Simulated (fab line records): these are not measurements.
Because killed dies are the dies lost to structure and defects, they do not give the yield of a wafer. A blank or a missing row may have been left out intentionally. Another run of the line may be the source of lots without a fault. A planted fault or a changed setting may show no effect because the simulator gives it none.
The tool behind it: which one? / flow sky130 / 33 wafers from 11 lots sampled at 4 of the route's 708 steps

## WHAT EACH GAUGE READ, for each wafer
SKY_CAP2M_OVL_MEAS_12. Usual: CAP2M_OVL typically reads -0.3 nm, with standard deviation 1.2.
lot=L762; measured=day 40 20:03; on=overlay-02; CAP2M_OVL (nm)=1.2 -0.1 0.5; flag=
lot=L763; measured=day 41 04:48; on=overlay-01; CAP2M_OVL (nm)=0.8 1.5 1.6; flag=
lot=L769; measured=day 43 01:14; on=overlay-02; CAP2M_OVL (nm)=-2.0 -2.1 -2.9; flag=
lot=L771; measured=day 43 14:01; on=overlay-01; CAP2M_OVL (nm)=-0.3 0.1 -0.7; flag=
lot=L774; measured=day 44 08:33; on=overlay-01; CAP2M_OVL (nm)=-0.5 0.2 0.7; flag=
lot=L775; measured=day 44 10:10; on=overlay-01; CAP2M_OVL (nm)=0.3 0.1 -0.2; flag=
lot=L776; measured=day 44 19:43; on=overlay-02; CAP2M_OVL (nm)=0.9 0.1 0.6; flag=
lot=L777; measured=day 44 20:22; on=overlay-02; CAP2M_OVL (nm)=-1.8 -1.1 0.3; flag=
lot=L778; measured=day 45 10:39; on=overlay-02; CAP2M_OVL (nm)=-2.6 -2.0 -3.0; flag=
lot=L780; measured=day 45 20:17; on=overlay-02; CAP2M_OVL (nm)=-0.4 -0.5 -0.5; flag=
lot=L783; measured=day 46 14:34; on=overlay-01; CAP2M_OVL (nm)=-1.3 -1.1 -1.4; flag=

SKY_VIA4_THK_MEAS_01. Usual: VIA4_HDPCVD_THK typically reads 1741 nm, with standard deviation 15.
lot=L762; measured=day 41 23:14; on=filmMetro-01; VIA4_HDPCVD_THK (nm)=1714 1733 1717; flag=
lot=L763; measured=day 42 05:47; on=filmMetro-02; VIA4_HDPCVD_THK (nm)=1722 1710 1742; flag=
lot=L769; measured=day 44 01:41; on=filmMetro-02; VIA4_HDPCVD_THK (nm)=1728 1726 1718; flag=
lot=L771; measured=day 44 14:28; on=filmMetro-02; VIA4_HDPCVD_THK (nm)=1739 1718 1733; flag=
lot=L774; measured=day 45 09:08; on=filmMetro-04; VIA4_HDPCVD_THK (nm)=1743 1761 1741; flag=
lot=L775; measured=day 45 10:46; on=filmMetro-04; VIA4_HDPCVD_THK (nm)=1714 1739 1718; flag=
lot=L776; measured=day 45 18:49; on=filmMetro-02; VIA4_HDPCVD_THK (nm)=1772 1756 1751; flag=
lot=L777; measured=day 45 19:56; on=filmMetro-01; VIA4_HDPCVD_THK (nm)=1744 1727 1746; flag=
lot=L778; measured=day 46 09:40; on=filmMetro-02; VIA4_HDPCVD_THK (nm)=1746 1724 1735; flag=
lot=L780; measured=day 46 18:29; on=filmMetro-01; VIA4_HDPCVD_THK (nm)=1801 1804 1801 1798 1804 1800; flag=OFF
lot=L783; measured=day 47 12:53; on=filmMetro-04; VIA4_HDPCVD_THK (nm)=1789 1791 1786; flag=OFF

## EACH LOT AND THE TOOL THAT RAN IT (in order: tool; ch and the chambers of the sampled wafers; start)
lot=L762; SKY_VIA3_STRIP_16=plasmaAsher-02 ch 0,1, day 39 18:12; SKY_VIA4_HDPCVD_00=hdpcvd-02 ch 0,1, day 41 23:02
lot=L763; SKY_VIA3_STRIP_16=plasmaAsher-04 ch 0,1, day 40 03:36; SKY_VIA4_HDPCVD_00=hdpcvd-01 ch 0,1,2, day 42 05:36
lot=L769; SKY_VIA3_STRIP_16=plasmaAsher-01 ch 0,1, day 42 00:04; SKY_VIA4_HDPCVD_00=hdpcvd-01 ch 0,2, day 44 01:31
lot=L771; SKY_VIA3_STRIP_16=plasmaAsher-04 ch 0,1, day 42 13:16; SKY_VIA4_HDPCVD_00=hdpcvd-02 ch 0,1,2, day 44 14:17
lot=L774; SKY_VIA3_STRIP_16=plasmaAsher-04 ch 0,1, day 43 09:14; SKY_VIA4_HDPCVD_00=hdpcvd-01 ch 0,1,2, day 45 08:57
lot=L775; SKY_VIA3_STRIP_16=plasmaAsher-02 ch 0,1, day 43 10:49; SKY_VIA4_HDPCVD_00=hdpcvd-02 ch 0,1,2, day 45 10:34
lot=L776; SKY_VIA3_STRIP_16=plasmaAsher-04 ch 0,1, day 43 19:17; SKY_VIA4_HDPCVD_00=hdpcvd-01 ch 0,2, day 45 18:38
lot=L777; SKY_VIA3_STRIP_16=plasmaAsher-01 ch 0,1, day 43 20:54; SKY_VIA4_HDPCVD_00=hdpcvd-01 ch 0,1,2, day 45 19:45
lot=L778; SKY_VIA3_STRIP_16=plasmaAsher-01 ch 0,1, day 44 10:51; SKY_VIA4_HDPCVD_00=hdpcvd-01 ch 1,2, day 46 09:29
lot=L780; SKY_VIA3_STRIP_16=plasmaAsher-02 ch 0,1, day 44 21:04; SKY_VIA4_HDPCVD_00=hdpcvd-01 ch 0,1,2, day 46 18:18
lot=L783; SKY_VIA3_STRIP_16=plasmaAsher-04 ch 0,1, day 45 15:26; SKY_VIA4_HDPCVD_00=hdpcvd-01 ch 0,1, day 47 12:41
- SKY_VIA3_STRIP_16: strips in O2/N2.
- SKY_VIA4_HDPCVD_00: deposits SiO2, target thk 1750 nm, time 291.7 s.

## AS READ BY THE TOOLS THEMSELVES (means over the sampled wafers that have a number; for cases with no such wafer, the mark the record gives instead)
SKY_VIA3_STRIP_16. Usual: drypumpMotorCurrentA 5.6 A, standard deviation 0.51; oesProductAu 0.402 a.u., standard deviation 0.0045; stripTimeToEndpointS 4.126 s, standard deviation 0.027.
lot=L762; tool=plasmaAsher-02; drypumpMotorCurrentA (A)=5.9; oesProductAu (a.u.)=0.397; stripTimeToEndpointS (s)=4.088; flag=
lot=L763; tool=plasmaAsher-04; drypumpMotorCurrentA (A)=6.0; oesProductAu (a.u.)=0.403; stripTimeToEndpointS (s)=4.149; flag=
lot=L769; tool=plasmaAsher-01; drypumpMotorCurrentA (A)=5.4; oesProductAu (a.u.)=0.401; stripTimeToEndpointS (s)=4.142; flag=
lot=L771; tool=plasmaAsher-04; drypumpMotorCurrentA (A)=6.0; oesProductAu (a.u.)=0.398; stripTimeToEndpointS (s)=4.129; flag=
lot=L774; tool=plasmaAsher-04; drypumpMotorCurrentA (A)=6.0; oesProductAu (a.u.)=0.402; stripTimeToEndpointS (s)=4.176; flag=
lot=L775; tool=plasmaAsher-02; drypumpMotorCurrentA (A)=5.9; oesProductAu (a.u.)=0.401; stripTimeToEndpointS (s)=4.161; flag=
lot=L776; tool=plasmaAsher-04; drypumpMotorCurrentA (A)=5.6; oesProductAu (a.u.)=0.404; stripTimeToEndpointS (s)=4.115; flag=
lot=L777; tool=plasmaAsher-01; drypumpMotorCurrentA (A)=5.4; oesProductAu (a.u.)=0.400; stripTimeToEndpointS (s)=4.100; flag=
lot=L778; tool=plasmaAsher-01; drypumpMotorCurrentA (A)=5.3; oesProductAu (a.u.)=0.399; stripTimeToEndpointS (s)=4.130; flag=
lot=L780; tool=plasmaAsher-02; drypumpMotorCurrentA (A)=5.9; oesProductAu (a.u.)=0.401; stripTimeToEndpointS (s)=4.110; flag=
lot=L783; tool=plasmaAsher-04; drypumpMotorCurrentA (A)=5.6; oesProductAu (a.u.)=0.407; stripTimeToEndpointS (s)=4.130; flag=

SKY_VIA4_HDPCVD_00. Usual: 319.3 s for runLengthS, sd 0.66.
lot=L762; tool=hdpcvd-02; runLengthS (s)=318.9; flag=
lot=L763; tool=hdpcvd-01; runLengthS (s)=319.5; flag=
lot=L769; tool=hdpcvd-01; runLengthS (s)=319.3; flag=
lot=L771; tool=hdpcvd-02; runLengthS (s)=318.7; flag=
lot=L774; tool=hdpcvd-01; runLengthS (s)=319.6; flag=
lot=L775; tool=hdpcvd-02; runLengthS (s)=318.8; flag=
lot=L776; tool=hdpcvd-01; runLengthS (s)=319.1; flag=
lot=L777; tool=hdpcvd-01; runLengthS (s)=319.3; flag=
lot=L778; tool=hdpcvd-01; runLengthS (s)=320.3; flag=
lot=L780; tool=hdpcvd-01; runLengthS (s)=328.4; flag=OFF
lot=L783; tool=hdpcvd-01; runLengthS (s)=327.8; flag=OFF

## THE ANSWER, worked out from the rows above alone
Rule: take the mean of a lot's wafers that have a number; if it is more than 3 standard deviations from the usual mean, the lot is off. Also off: a lot with no number at a reading for which 4 or more lots have one. Any other lot the step has rows for is counted as sound. Order of review: gauges by route order, followed by the tools' own readings, for which a lot's mean as printed above is used. At the first step where some lot is off, the reading lying furthest off is the one used; lots without a number count as furthest.
Off: at SKY_VIA4_THK_MEAS_01 (VIA4_HDPCVD_THK), L780, L783.
A tool fits if, at a process step before that reading, it ran every lot that is off, and no sound lot after the first of them. The gauges at SKY_VIA4_THK_MEAS_01 aren't tried: what is off there is off at SKY_VIA4_HDPCVD_00 too, on other tools, and a gauge's error can't cause that. One fits: SKY_VIA4_HDPCVD_00 on hdpcvd-01. Its last sound lot is L778 (day 46 09:29), its first lot that is off L780 (day 46 18:18): a fault that began between those two fits.
On the lots that are off, the tool's own readings at SKY_VIA4_HDPCVD_00 differ by more than 5 times the standard deviation of the sound lots' means, which bears it out; runLengthS reads 328.1 s there versus 319.3 s on the sound lots.

## WHAT THE SIMULATOR HAD INSERTED
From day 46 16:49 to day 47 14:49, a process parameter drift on hdpcvd-01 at SKY_VIA4_HDPCVD_00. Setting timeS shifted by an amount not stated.
Shown lots that were struck: L780, L783. The rule given above showed the same thing.
